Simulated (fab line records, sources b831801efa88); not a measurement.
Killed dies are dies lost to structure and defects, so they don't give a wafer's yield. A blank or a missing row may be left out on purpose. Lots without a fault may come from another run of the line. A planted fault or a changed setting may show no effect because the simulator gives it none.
fab line records | flow sfq_line
record lots=6 wafers=16 last_day=82
route steps=325 shown I2@113 M3@118
lots that met no fault: from a run of the same line without faults
start_h: hours from the record's first day to the start of the lot's first wafer shown | wait_h: hours since the lot's step before | " the same as in the row above | L1.1+2: a row that stands for several wafers | - no value, or no start given | * or withheld: withheld | < > ~ a bound
route shown NAME@n: a module of which the file shows steps, and the number in the route of the first | usual: mean/standard deviation of fault-free wafers | same: alike in all rows | chamber/n: place in a boat | sites: the reading at each site | _std_site: their standard deviation | _edge_site: outer sites' mean less inner sites' | radius_mm: how far each site lies from the wafer's centre | mask NAME#n: copy n | behind: the tool/chamber that last shaped the wafer | hold: why the lot was held/for how many hours/how that ended | device: the transistor (n, p or np) that didn't switch | end of line: the same wafers' tests at the end of the route | a step without rows: its recipe alone | killed: dies lost to structure and defects at the first sort, not the wafer's yield | map: a wafer's dies, x killed, . not, _ none there
set.NAME: the setting as run; set.NAME@STEP: as run at that earlier step | model.NAME: the simulator's own value behind a step, which no gauge read
lots at some steps of the route; a table a step, a row a wafer
services: from which hour (start_h, from the record's first day; less than 0 if before it) a tool's chamber was out of use, for how many hours, and why
## steps
# step SFQ_I2_OVL_MEAS_918
# usual I2_OVL=-4/6.5
# columns lot.wafer tool chamber start_h wait_h I2_OVL[nm]
L328.2 overlay-01 - 678.97 0.1 -8
L328.3 " - " " -6
L328.5 " - " " 1
L337.3 overlay-02 - 943.85 0.1 -4
L337.4 " - " " -9
L338.3 overlay-02 - 949.85 0.1 -1
L338.4 " - " " 4
L345.3 overlay-02 - 1043.38 0.1 -11
L345.4 " - " " -6
L345.6 " - " " -10
L347.2 overlay-02 - 1082.98 0.1 -3
L347.3 " - " " 0
L347.5 " - " " 0
L350.1 overlay-02 - 1093.77 0.1 -10
L350.3 " - " " -13
L350.5 " - " " -18
# step SFQ_TRILAYER_I2_VIA_BARC_OPEN_VIA_ETCH_096
# recipe mask_material=PR chemistry=O2 target_depth_nm=125 target=BARC source_w=500 bias_w=80 pressure_mtorr=30 time_s=41.7
# usual drypump_motor_current_A=5.8/0.43 oes_product_au=0.686/0.0047
# columns lot.wafer tool chamber start_h wait_h drypump_motor_current_A oes_product_au rf_hours_counter_h
L328.2 rie_diel-01 2 679.00 0.0 6.0 0.694 3
L328.3 " 2 " " 6.1 0.685 -
L328.5 " 3 " " 5.9 0.682 -
L337.3 rie_diel-01 1 943.88 0.0 5.4 0.686 2
L337.4 " 2 " " 6.0 0.687 6
L338.3 rie_diel-01 1 949.88 0.0 5.4 0.689 2
L338.4 " 0 " " 6.0 0.685 7
L345.3 rie_diel-03 1 1043.41 0.0 6.7 0.687 9
L345.4 " 3 " " 5.2 0.681 7
L345.6 " 0 " " 5.3 0.689 -
L347.2 rie_diel-03 2 1083.01 0.0 5.7 0.691 15
L347.3 " 0 " " 5.3 0.690 12
L347.5 " 2 " " 5.7 0.690 -
L350.1 rie_diel-01 3 1093.81 0.0 5.9 0.682 3
L350.3 " 1 " " 5.4 0.686 5
L350.5 " 2 " " 6.1 0.682 -
# step SFQ_TRILAYER_I2_VIA_ETCH_VIA_ETCH_070
# recipe target=SiO2 stop_on=Nb mask_material=PR taper_deg=20 chemistry=CHF3 target_depth_nm=260 source_w=500 bias_w=80 pressure_mtorr=30 time_s=withheld
# usual drypump_motor_current_A=5.8/0.43 oes_product_au=0.854/0.0052
# columns lot.wafer tool chamber start_h wait_h drypump_motor_current_A oes_product_au
L328.2 rie_diel-01 2 679.06 0.0 6.0 0.855
L328.3 " 2 " " 6.1 0.848
L328.5 " 3 " " 5.9 0.845
L337.3 rie_diel-01 1 943.92 0.0 5.4 0.850
L337.4 " 2 " " 6.0 0.851
L338.3 rie_diel-01 1 949.92 0.0 5.4 0.846
L338.4 " 0 " " 6.0 0.850
L345.3 rie_diel-03 1 1043.45 0.0 6.7 0.858
L345.4 " 3 " " 5.2 0.851
L345.6 " 0 " " 5.3 0.849
L347.2 rie_diel-03 2 1083.05 0.0 5.7 0.851
L347.3 " 0 " " 5.3 0.849
L347.5 " 2 " " 5.7 0.861
L350.1 rie_diel-01 3 1093.85 0.0 6.0 0.845
L350.3 " 1 " " 5.4 0.858
L350.5 " 2 " " 6.1 0.851
# step SFQ_TRILAYER_I2_VIA_STRIP_STRIP_071
# recipe gas=O2 power_w=200 platen_temp_c=40 overash_fraction=0.65 chemistry=O2 pressure_mtorr=50
# usual drypump_motor_current_A=5.5/0.36 he_backside_leak_sccm=3.49/0.3 oes_product_au=0.993/0.014
# columns lot.wafer tool chamber start_h wait_h drypump_motor_current_A he_backside_leak_sccm oes_product_au rf_hours_counter_h
L328.2 rie_metal-03 1 679.22 - 5.7 3.25 0.986 56
L328.3 " 0 " " 5.0 3.62 1.020 -
L328.5 " 1 " " 5.7 3.23 0.992 -
L337.3 rie_metal-01 1 944.23 - 6.1 3.90 0.981 -
L337.4 " 0 " " 5.4 3.15 0.986 -
L338.3 rie_metal-04 0 950.23 - 5.5 3.85 0.998 -
L338.4 " 1 " " 5.2 3.46 1.018 -
L345.3 rie_metal-03 0 1043.76 - 5.0 3.54 1.002 -
L345.4 " 1 " " 5.7 3.18 0.990 -
L345.6 " 1 " " 5.7 3.24 0.981 -
L347.2 rie_metal-03 1 1083.16 - 5.7 3.13 0.990 111
L347.3 " 0 " " 5.0 3.56 1.006 -
L347.5 " 0 " " 5.0 3.42 1.009 -
L350.1 rie_metal-01 0 1093.96 - 5.3 3.31 0.989 65
L350.3 " 1 " " 6.1 3.88 0.992 -
L350.5 " 0 " " 5.3 3.38 0.990 -
# step SFQ_TRILAYER_I2_VIA_STRIP_SOLV_CLEAN_072
# recipe chemistry=NMP temp_c=70 time_s=600
# step SFQ_TRILAYER_M3_DEP_PRE_CLEAN_074
# recipe gas=Ar time_s=22.5 bias_v=250
# step SFQ_TRILAYER_M3_DEP_SPUTTER_073
# recipe material=Nb base_pressure_pa=1.33e-06 chamber_pressure_pa=0.1333 substrate_temp_c=20 resputter_cathode_voltage_v=400 target_thk_nm=200 power_w=2000 time_s=133.3
# usual resputter_cathode_voltage_v=400/3.8 throttle_valve_pct=29.7/1.3
# columns lot.wafer tool chamber start_h wait_h resputter_cathode_voltage_v throttle_valve_pct
L328.2 pvd_sputter-03 - 680.03 0.0 401 31.8
L328.3 " - " " 399 30.0
L328.5 " - " " 405 28.6
L337.3 pvd_sputter-04 - 944.85 0.0 396 31.6
L337.4 " - " " 404 28.1
L338.3 pvd_sputter-06 - 950.84 0.0 401 29.5
L338.4 " - " " 399 29.6
L345.3 pvd_sputter-04 - 1044.38 0.0 397 31.0
L345.4 " - " " 396 30.6
L345.6 " - " " 391 30.7
L347.2 pvd_sputter-06 - 1083.97 0.0 400 29.1
L347.3 " - " " 399 30.8
L347.5 " - " " 400 30.7
L350.1 pvd_sputter-03 - 1094.77 0.0 403 31.6
L350.3 " - " " 398 28.8
L350.5 " - " " 398 31.6
# step SFQ_M3_RS_MEAS_919
# recipe thk_meas_gauge=four-point-probe reads=Nb_of_TRILAYER_M3_DEP_SPUTTER_073
# usual M3_NB_RS=0.888/0.011
# columns lot.wafer tool chamber start_h wait_h M3_NB_RS[ohm/sq]
L328.2 film_metro-03 - 680.14 0.1 0.889
L328.3 " - " " 0.892
L328.5 " - " " 0.893
L337.3 film_metro-04 - 944.98 0.1 0.893
L337.4 " - " " 0.881
L338.3 film_metro-03 - 950.97 0.1 0.877
L338.4 " - " " 0.909
L345.3 film_metro-02 - 1044.51 0.1 0.876
L345.4 " - " " 0.889
L345.6 " - " " 0.889
L347.2 film_metro-02 - 1084.08 0.1 0.897
L347.3 " - " " 0.900
L347.5 " - " " 0.893
L350.1 film_metro-04 - 1094.86 0.0 0.898
L350.3 " - " " 0.886
L350.5 " - " " 0.887
# step SFQ_TRILAYER_M3_LITHO_COAT_080
# recipe resist=BARC spin_rpm=3000 resist_thk_nm=62
# step SFQ_TRILAYER_M3_LITHO_COAT_075
# recipe resist=KrF spin_rpm=3000 resist_thk_nm=600
# step SFQ_TRILAYER_M3_LITHO_SOFTBAKE_079
# recipe temp_c=withheld time_s=withheld resist=KrF
# step SFQ_TRILAYER_M3_LITHO_EXPOSE_076
# recipe mask_id=M3 na=0.6 source_shape=conventional sigma_outer=0.65 target_cd_nm=500 dose_mj=14.4
# usual exposure_dose_mJ_cm2=14.396/0.013 reticle_temp_C=23.00/0.11
# same na=0.6
# columns lot.wafer tool chamber start_h wait_h mask exposure_dose_mJ_cm2 reticle_temp_C
L328.2 krf_scanner-01 0 835.38 - M3#0 14.411 22.85
L328.3 " 0 " " M3#0 14.394 22.83
L328.5 " 0 " " M3#0 14.407 22.92
L337.3 krf_scanner-02 0 946.27 - M3#0 14.395 23.17
L337.4 " 0 " " M3#0 14.403 23.21
L338.3 krf_scanner-02 0 952.26 - M3#0 14.394 22.80
L338.4 " 0 " " M3#0 14.423 22.86
L345.3 krf_scanner-01 0 1046.72 - M3#0 14.398 23.11
L345.4 " 0 " " M3#0 14.400 23.13
L345.6 " 0 " " M3#0 14.389 22.95
L347.2 krf_scanner-02 0 1222.18 - M3#0 14.385 22.95
L347.3 " 0 " " M3#0 14.385 23.14
L347.5 " 0 " " M3#0 14.387 23.20
L350.1 krf_scanner-02 0 1231.58 - M3#0 14.406 22.94
L350.3 " 0 " " M3#0 14.387 23.05
L350.5 " 0 " " M3#0 14.402 22.97
# step SFQ_TRILAYER_M3_LITHO_PEB_078
# recipe peb_temp_c=115 peb_time_s=60 resist=KrF
# step SFQ_TRILAYER_M3_LITHO_DEVELOP_077
# recipe time_s=60 resist=KrF
# step SFQ_M3_OVL_MEAS_921
# usual M3_OVL=2/5.6
# columns lot.wafer tool chamber start_h wait_h M3_OVL[nm]
L328.2 overlay-01 - 836.69 0.1 14
L328.3 " - " " 5
L328.5 " - " " 6
L337.3 overlay-01 - 947.38 0.1 -8
L337.4 " - " " -3
L338.3 overlay-02 - 953.37 0.1 8
L338.4 " - " " 5
L345.3 overlay-01 - 1047.84 0.1 -1
L345.4 " - " " 6
L345.6 " - " " 7
L347.2 overlay-01 - 1223.48 0.1 -2
L347.3 " - " " -7
L347.5 " - " " -2
L350.1 overlay-01 - 1233.08 0.1 2
L350.3 " - " " 0
L350.5 " - " " 9
# step SFQ_TRILAYER_M3_BARC_OPEN_METAL_ETCH_100
# recipe mask_material=PR chemistry=O2 target_depth_nm=125 target=BARC icp_w=600 bias_w=80 pressure_mtorr=10 time_s=41.7
# usual drypump_motor_current_A=5.58/0.28 he_backside_leak_sccm=3.5/0.34 oes_product_au=0.685/0.0043
# columns lot.wafer tool chamber start_h wait_h drypump_motor_current_A he_backside_leak_sccm oes_product_au rf_hours_counter_h model.M3.cd_nm
L328.2 rie_metal-03 1 836.72 0.0 5.68 3.3 0.679 80 498.4
L328.3 " 0 " " 5.02 3.4 0.682 - 499.5
L328.5 " 1 " " 5.68 3.1 0.687 - 498.4
L337.3 rie_metal-02 0 947.43 0.0 5.65 3.9 0.687 - 467.6
L337.4 " 1 " " 5.89 3.3 0.684 - 500.1
L338.3 rie_metal-03 1 953.41 0.0 5.68 3.1 0.689 - 465.1
L338.4 " 0 " " 5.00 3.4 0.683 - 499
L345.3 rie_metal-02 1 1047.88 0.0 5.87 5.8 0.676 - 500.7
L345.4 " 0 " " 5.63 3.7 0.684 - 500.6
L345.6 " 0 " " 5.66 4.0 0.682 - 500.2
L347.2 rie_metal-02 0 1223.51 0.0 5.65 3.7 0.682 11 497.5
L347.3 " 1 " " 5.88 3.1 0.691 - 498.8
L347.5 " 0 " " 5.62 3.8 0.683 - 499.6
L350.1 rie_metal-02 1 1233.11 0.0 5.89 3.2 0.690 29 502.2
L350.3 " 1 " " 5.88 3.1 0.688 - 501.7
L350.5 " 0 " " 5.63 3.5 0.688 - 503
# step SFQ_TRILAYER_M3_ETCH_METAL_ETCH_078
# recipe target=Nb stop_on=SiO2 mask_material=PR chemistry=Cl2/Ar target_depth_nm=240 icp_w=600 bias_w=80 pressure_mtorr=10 time_s=120
# usual drypump_motor_current_A=5.58/0.29 he_backside_leak_sccm=3.43/0.26 oes_product_au=0.895/0.0078
# columns lot.wafer tool chamber start_h wait_h drypump_motor_current_A he_backside_leak_sccm oes_product_au rf_hours_counter_h model.M3.cd_nm
L328.2 rie_metal-03 1 836.77 0.0 5.66 3.21 0.896 80 497.6
L328.3 " 0 " " 5.03 3.51 0.892 - 498.9
L328.5 " 1 " " 5.68 3.24 0.886 - 498.2
L337.3 rie_metal-02 0 947.51 0.1 5.63 3.97 0.898 - 468.7
L337.4 " 1 " " 5.89 3.32 0.903 - 500.8
L338.3 rie_metal-03 1 953.49 0.1 5.67 3.19 0.906 - 462.9
L338.4 " 0 " " 4.99 3.47 0.882 - 497.6
L345.3 rie_metal-02 1 1047.96 0.1 5.91 3.04 0.898 - 499.6
L345.4 " 0 " " 5.64 3.68 0.896 - 502.2
L345.6 " 0 " " 5.65 3.39 0.896 - 502.1
L347.2 rie_metal-02 0 1223.57 0.0 5.66 3.57 0.883 11 498.4
L347.3 " 1 " " 5.90 2.91 0.885 - 498.2
L347.5 " 0 " " 5.64 3.44 0.896 - 499
L350.1 rie_metal-02 1 1233.17 0.0 5.89 3.18 0.890 29 501.9
L350.3 " 1 " " 5.87 2.89 0.898 - 502.5
L350.5 " 0 " " 5.65 3.34 0.897 - 504.6
# step SFQ_TRILAYER_M3_STRIP_STRIP_079
# recipe gas=O2 power_w=200 platen_temp_c=40 overash_fraction=0.65 chemistry=O2 pressure_mtorr=50
# usual drypump_motor_current_A=5.58/0.29 he_backside_leak_sccm=3.45/0.27 oes_product_au=0.996/0.011
# columns lot.wafer tool chamber start_h wait_h drypump_motor_current_A he_backside_leak_sccm oes_product_au rf_hours_counter_h
L328.2 rie_metal-03 1 836.90 0.1 5.68 3.10 1.003 80
L328.3 " 0 " " 5.02 3.56 1.009 -
L328.5 " 1 " " 5.65 3.06 0.989 -
L337.3 rie_metal-02 0 947.79 0.2 5.63 3.75 0.997 -
L337.4 " 1 " " 5.88 3.24 0.990 -
L338.3 rie_metal-03 1 953.78 0.2 5.67 3.08 0.989 -
L338.4 " 0 " " 5.01 3.47 1.001 -
L345.3 rie_metal-02 1 1048.24 0.2 5.90 3.17 0.996 -
L345.4 " 0 " " 5.64 3.70 0.986 -
L345.6 " 0 " " 5.63 3.66 0.986 -
L347.2 rie_metal-02 0 1223.70 0.1 5.64 3.52 0.997 11
L347.3 " 1 " " 5.89 2.84 0.991 -
L347.5 " 0 " " 5.65 3.64 0.994 -
L350.1 rie_metal-02 1 1233.30 0.1 5.90 3.03 0.982 30
L350.3 " 1 " " 5.87 3.18 0.986 -
L350.5 " 0 " " 5.63 3.40 0.990 -
## services
# columns tool chamber start_h hours kind
rie_diel-03 1 657.28 6.0 repair
rie_metal-03 - 657.69 0.5 repair
rie_diel-01 2 663.64 7.9 repair
rie_metal-03 1 665.90 9.0 repair
rie_diel-01 1 668.14 3.9 repair
rie_diel-01 0 669.93 17.1 repair
rie_diel-01 1 673.19 6.4 repair
rie_diel-01 0 703.03 15.7 repair
rie_diel-01 1 717.36 2.7 repair
rie_diel-03 - 746.35 0.8 repair
rie_diel-03 1 747.17 5.4 repair
rie_diel-01 1 756.14 7.2 repair
rie_diel-01 1 763.43 4.1 repair
rie_metal-03 - 771.94 0.1 repair
rie_diel-01 1 783.36 9.6 repair
rie_diel-01 2 823.17 15.1 repair
rie_diel-03 3 834.69 11.4 repair
rie_metal-03 - 837.71 2.8 pm
rie_metal-02 0 928.80 2.4 repair
rie_metal-03 - 936.65 15.6 pm
rie_diel-01 1 1061.15 2.4 repair
rie_diel-03 - 1079.39 2.8 pm
rie_diel-01 2 1110.07 2.1 repair
rie_metal-02 1 1166.96 2.4 repair
## key
first_sign none at tools or gauges
model_effect step=SFQ_TRILAYER_M3_BARC_OPEN_METAL_ETCH_100 value=M3.cd_nm without=499.7 struck=466.3
model_effect step=SFQ_TRILAYER_M3_ETCH_METAL_ETCH_078 value=M3.cd_nm without=499.1 struck=465.8
met_at SFQ_TRILAYER_M3_LITHO_EXPOSE_076
struck_wafers L337.3,L338.3
fault kind=process_parameter_drift tool=krf_scanner-02 chamber=- onset_h=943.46 steps=SFQ_TRILAYER_M3_LITHO_EXPOSE_076 channel=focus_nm offset=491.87 shape=step end_h=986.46 scope=struck_wafers_only
